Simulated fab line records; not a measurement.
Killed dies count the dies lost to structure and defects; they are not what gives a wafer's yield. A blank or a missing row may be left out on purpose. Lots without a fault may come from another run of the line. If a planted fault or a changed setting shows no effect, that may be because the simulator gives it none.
A lot that was struck, set against a sound lot :: flow gf180mcu :: 43 out of 602 route steps
Sound: the wafers L539.1, L539.2, L539.5. The struck wafers were L554.2, L554.3, L554.4. The cause is named last.
At each step with rows: each side's tool, then ch and its chambers, then its first start. Under that, the readings that differ: sound wafers :: struck wafers :: difference of the means :: sigmas: that difference in standard deviations of wafers without a fault.
alike: words and numbers the same on both sides, and readings whose means are apart by under 2 such deviations; not compared: readings that were withheld, readings missing a value for some wafer, numbers with overlapping values and no deviation given by the record, and bounds like >300 which may hide the same value.
The two part at a step that has a row with sigmas, a row that says differs or no value, or rows on one side only. Numbers that don't overlap but have no deviation are shown without sigmas and don't part them. A reading missing from all wafers of one side parts the sides only when that side holds two or more wafers.

first, 1 step without rows for these wafers: GF_MVPSD_IMPLANT_09.
GF_MVPSD_STRIP_10: strips in O2/N2.
  sound on plasma asher-04 ch 0,1, day 7 01:32; struck on plasma asher-04 ch 0,1, day 10 19:20
  alike: drypump motor current A, heater power w, oes product au, platen temp c, strip time to endpoint s
  not compared: rf hours counter h
GF_MVPSD_TW_MEAS_11:
  sound: film metro-04 at day 7 01:38; struck: film metro-02 at day 10 19:27
  alike: MVPSD_TW
then, 7 steps without rows for these wafers: GF_VT_IMPLANT_DEHYDRATE_00 (time 60 s); GF_VT_IMPLANT_HMDS_01 (prime time 60 s); GF_VT_IMPLANT_COAT_02 (resist thk 1000 nm); GF_VT_IMPLANT_SOFTBAKE_03 (time 60 s); GF_VT_IMPLANT_EXPOSE_04 (exposes mask LVPWELL LV AREA, target cd 600 nm); GF_VT_IMPLANT_PEB_05; GF_VT_IMPLANT_DEVELOP_06 (develop time 60 s).
GF_VT_IMPLANT_OVL_MEAS_07:
  sound: overlay-01 at day 7 17:42; struck: overlay-02 at day 11 13:41
  alike: VT_IMPLANT_OVL
next, for these wafers, 1 step has no rows: GF_VT_IMPLANT_IMPLANT_08.
GF_VT_IMPLANT_STRIP_09: strips in O2/N2.
  sound on plasma asher-03 ch 0,1, day 7 17:53; struck on plasma asher-02 ch 0,1, day 11 13:52
  alike: drypump motor current A, heater power w, oes product au, platen temp c, strip time to endpoint s
  not compared: rf hours counter h
GF_VT_IMPLANT_TW_MEAS_10:
  sound: film metro-02 at day 7 17:59; struck: film metro-03 at day 11 13:59
  alike: VT_IMPLANT_TW
then, 7 steps without rows for these wafers: GF_VT_IMPLANT_DEHYDRATE_11 (time 60 s); GF_VT_IMPLANT_HMDS_12 (prime time 60 s); GF_VT_IMPLANT_COAT_13 (resist thk 1000 nm); GF_VT_IMPLANT_SOFTBAKE_14 (time 60 s); GF_VT_IMPLANT_EXPOSE_15 (exposes mask Nwell LV AREA, target cd 860 nm); GF_VT_IMPLANT_PEB_16; GF_VT_IMPLANT_DEVELOP_17 (develop time 60 s).
GF_VT_IMPLANT_OVL_MEAS_18:
  sound: overlay-02 at day 8 10:19; struck: overlay-02 at day 12 08:53
  alike: VT_IMPLANT_01_OVL
next, for these wafers, 1 step has no rows: GF_VT_IMPLANT_IMPLANT_19.
GF_VT_IMPLANT_STRIP_20: strips in O2/N2.
  sound on plasma asher-03 ch 0,1, day 8 10:31; struck on plasma asher-02 ch 0,1, day 12 09:04
  alike: drypump motor current A, heater power w, oes product au, platen temp c, strip time to endpoint s
  not compared: rf hours counter h
GF_VT_IMPLANT_TW_MEAS_21:
  sound: film metro-03 at day 8 10:37; struck: film metro-01 at day 12 09:10
  alike: VT_IMPLANT_2_TW
then, 7 steps without rows for these wafers: GF_VT_IMPLANT_DEHYDRATE_22 (time 60 s); GF_VT_IMPLANT_HMDS_23 (prime time 60 s); GF_VT_IMPLANT_COAT_24 (resist thk 1000 nm); GF_VT_IMPLANT_SOFTBAKE_25 (time 60 s); GF_VT_IMPLANT_EXPOSE_26 (exposes mask LVPWELL HV AREA, target cd 860 nm); GF_VT_IMPLANT_PEB_27; GF_VT_IMPLANT_DEVELOP_28 (develop time 60 s).
GF_VT_IMPLANT_OVL_MEAS_29:
  sound: overlay-01 at day 9 02:38; struck: overlay-01 at day 13 04:59
  alike: VT_IMPLANT_02_OVL
next, for these wafers, 1 step has no rows: GF_VT_IMPLANT_IMPLANT_30.
GF_VT_IMPLANT_STRIP_31: strips in O2/N2.
  sound on plasma asher-01 ch 0,1, day 9 02:49; struck on plasma asher-03 ch 0,1, day 13 05:10
  alike: drypump motor current A, heater power w, oes product au, platen temp c, strip time to endpoint s
  not compared: rf hours counter h
GF_VT_IMPLANT_TW_MEAS_32:
  sound: film metro-03 at day 9 02:55; struck: film metro-02 at day 13 05:17
  alike: VT_IMPLANT_3_TW
then, 6 steps without rows for these wafers: GF_VT_IMPLANT_DEHYDRATE_33 (time 60 s); GF_VT_IMPLANT_HMDS_34 (prime time 60 s); GF_VT_IMPLANT_COAT_35 (resist thk 1000 nm); GF_VT_IMPLANT_SOFTBAKE_36 (time 60 s); GF_VT_IMPLANT_EXPOSE_37 (exposes mask Nwell HV AREA, target cd 860 nm); GF_VT_IMPLANT_PEB_38.
-- a jump in the record: the struck wafers' starts before and after are 22 days apart (it breaks off in module VT_IMPLANT and resumes in module PASSIVATION, where the first step shown is number 602 of the route) --
GF_PASSIVATION_PROBE_99:
  record: rows for the struck wafers here (prober-01, day 34 23:32), none for the sound ones

## WHERE THEY PART
Within this record, at GF_PASSIVATION_PROBE_99 only.

WHY: what had been put in by the simulator
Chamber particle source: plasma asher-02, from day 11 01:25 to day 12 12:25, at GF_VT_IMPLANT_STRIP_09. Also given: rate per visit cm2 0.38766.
